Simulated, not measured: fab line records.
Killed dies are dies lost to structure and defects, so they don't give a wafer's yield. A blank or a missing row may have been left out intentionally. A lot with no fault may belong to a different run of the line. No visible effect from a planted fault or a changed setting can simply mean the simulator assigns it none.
A single fault, viewed from 2 desks ; flow gf180mcu ; numbers are kept per desk, each desk with only its own; the story behind them comes last

== AT THE TOOL OWNER'S DESK: iline_stepper-02 ==
The tool's own readings at GF_SAB_EXPOSE_06 (exposes mask SAB, target cd 420 nm): means of the sampled wafers that have a number, for each lot that ran on this tool. If a lot's mean is further than 4 standard deviations from the usual mean, the lot is out of limits and carries the mark OUT (the distance appears in the brackets).
Columns: A = exposure_dose_mJ_cm2 at GF_SAB_EXPOSE_06, usual 140.02; B = focus_offset_nm at GF_SAB_EXPOSE_06, usual -0.1 nm
lot;first seen here;A;B
L297;day 14 12:58;140.19;-0.2
L299;day 15 12:43;140.00;0.2
L300;day 15 15:06;139.97;-0.2
L303;day 16 20:42;140.15;-0.3
L307;day 19 04:58;140.03;0.2
L318;day 22 09:57;140.04;-0.5
L317;day 22 12:41;140.04;-0.2
Result from this desk: across the 7 lots, nothing is out of limits.

== AT THE METROLOGY DESK ==
What the gauges read for every lot (on any tool): the sampled wafers with a number, averaged. If a lot's mean is further than 4 standard deviations from the usual mean, the lot is out of limits and carries the mark OUT (the distance appears in the brackets).
Columns: A = M1_ALCU_THK at GF_M1_THK_MEAS_06, usual 452 nm; B = cd_nm at GF_M1_CD_MEAS_14, usual 230.3 nm
lot;first seen here;A;B
L296;day 15 20:47;450;229.2
L297;day 16 00:07;459;230.3
L298;day 16 09:33;441;229.9
L299;day 17 00:29;452;229.2
L300;day 17 02:40;450;230.4
L301;day 17 09:37;454;229.2
L303;day 18 09:41;449;230.0
L307;day 20 20:02;452;229.7
L313;day 23 04:31;455;230.7
L316;day 23 16:37;451;230.2
L318;day 23 22:49;459;230.6
L317;day 24 03:02;461;232.6
Result from this desk: across the 12 lots, nothing is out of limits.

== BROUGHT TOGETHER ==
The desk of the tool owner found nothing out of limits.
The metrology desk saw nothing out of limits.

== WHAT THE SIMULATOR HAD PUT IN ==
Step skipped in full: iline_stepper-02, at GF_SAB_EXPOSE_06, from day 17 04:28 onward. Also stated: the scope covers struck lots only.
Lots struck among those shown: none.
